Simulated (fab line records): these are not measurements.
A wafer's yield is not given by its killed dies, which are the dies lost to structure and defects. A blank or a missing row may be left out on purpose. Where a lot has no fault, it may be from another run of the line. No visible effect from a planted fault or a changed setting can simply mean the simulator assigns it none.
Problem report in the 8D (eight disciplines) form, filled by code | flow gf180mcu | the parts of the form that need people (team, actions taken, sign-off) are left out

## 1. PROBLEM STATEMENT
At GF_HV_LDD_IMPLANT_35, dose_ions_cm2 averages 8.038e+12 over 6 wafers from 2 lots, while fault-free wafers read 7.499e+12, standard deviation 8.3e+09. Measured from the usual mean, that is +65 standard deviations.
Seen first at day 17 16:36 on implanter-04, wafer L842.1. The record has a number at this step for 39 wafers belonging to 13 lots. By rule, "out" or "out of limits" means more than 4 standard deviations away from the usual mean. All remaining wafers that have a number are taken as sound.

## 2. WHAT THIS IS AND IS NOT
question                    | is                     | is not
which readings at this step | dose_ions_cm2          | beam_energy_keV
which lots                  | L842, L843             | L823, L824, L826, L827, L830, L832, L834, L835, L836, L837, L846
which wafers of those lots  | all that have a number | -
read on which tools         | implanter-04           | implanter-01, implanter-02
when                        | from day 17 16:36      | up to then (30 sound wafers); but 3 sound wafers of L846 came after

## 3. SUSPECTS, AND WHAT RULES EACH OUT
Counting: a tool at a process step up to the reading stays a suspect if it ran every lot that is out and no sound lot after the first of them.
- implanter-04 at GF_HV_LDD_IMPLANT_35: kept. It ran every lot that is out, first L842 (day 17 16:36), and no sound lot after that; its last sound lot up to then is L835 (day 15 12:09). On those wafers its own readings are out: dose_ions_cm2.
Remaining after the count: implanter-04 at GF_HV_LDD_IMPLANT_35.

## 4. THE CAUSE (what the simulator had put in)
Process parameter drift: implanter-04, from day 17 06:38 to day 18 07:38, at GF_HV_LDD_IMPLANT_35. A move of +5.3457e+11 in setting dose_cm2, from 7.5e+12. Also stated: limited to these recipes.
After counting, this tool was the only one left.

## 5. SEQUENCE OF EFFECTS, ordered by route
One row per reading whose mean, taken over the struck wafers that have a number, lies over 3 standard deviations from the usual. Only readings whose record carries a usual standard deviation are examined. hours: median over the lots of the time between each lot's start at the first step of this table that gives one and its start at this step. sigmas: the change, counted in usual standard deviations.
hours | step                 | reading            | usual     | on struck wafers | change     | sigmas
0     | GF_HV_LDD_IMPLANT_35 | dose_ions_cm2      | 7.499e+12 | 8.038e+12        | +5.393e+11 | +65
0     | GF_HV_LDD_IMPLANT_35 | faraday_current_uA | 42.3      | 45.1             | +2.8       | +3.3
The process steps in it:
- GF_HV_LDD_IMPLANT_35

## 6. WHAT WOULD HAVE CAUGHT IT SOONER
In this record the first reading out of limits was taken at day 17 16:36, 10 hours after the fault began at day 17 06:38.
